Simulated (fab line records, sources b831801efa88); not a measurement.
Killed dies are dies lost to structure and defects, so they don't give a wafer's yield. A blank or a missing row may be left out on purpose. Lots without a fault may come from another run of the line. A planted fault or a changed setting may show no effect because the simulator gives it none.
Chamber matching | flow sky130 | SKY_PASSIVATION_CVD_02 on pecvd-02: 3 sister chambers
The step deposits Si3N4, target thk 540 nm. 6 wafers are shown with their chamber, then 8 later ones without.

WAFERS WITH THEIR CHAMBER
wafer  | chamber | heater_power_w (W) | heater_power_outer_w (W)
L083.2 | 0       | 785                | 477
L083.3 | 1       | 766                | 459
L084.2 | 2       | 849                | 502
L084.4 | 0       | 816                | 499
L084.5 | 1       | 724                | 414
L091.1 | 2       | 740                | 410

WAFERS WITHOUT THEIR CHAMBER
wafer  | heater_power_w (W) | heater_power_outer_w (W)
L091.4 | 750                | 437
L091.5 | 762                | 450
L094.1 | 790                | 454
L094.5 | 818                | 483
L094.6 | 806                | 502
L095.1 | 818                | 474
L095.3 | 756                | 479
L095.4 | 852                | 500

WHICH CHAMBER EACH WENT THROUGH
wafer  | from the rows above          | in truth
L091.4 | can't be placed: 1 or 2 or 0 | 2
L091.5 | can't be placed: 1 or 2 or 0 | 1
L094.1 | can't be placed: 2 or 0 or 1 | 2
L094.5 | can't be placed: 0 or 2 or 1 | 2
L094.6 | can't be placed: 0 or 2 or 1 | 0
L095.1 | can't be placed: 0 or 2 or 1 | 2
L095.3 | can't be placed: 0 or 2 or 1 | 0
L095.4 | can't be placed: 0 or 2 or 1 | 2
Placed correctly: 0 of 8. Can't be placed from these rows: 8 (the true chamber is among the candidates in 8). Placed wrongly: 0.
How it was worked out, from the rows above alone: a wafer's distance from a chamber is the root of the sum, over the readings, of the square of ((its reading less the chamber's mean) divided by the reading's scatter). The wafer belongs to the nearest chamber; if the next one is less than 2 further off, it can't be placed. A chamber's mean is the mean of its shown wafers. The scatter: the root of (the sum of the squares of (reading less its chamber's mean) over the shown wafers, divided by (wafers less chambers)).
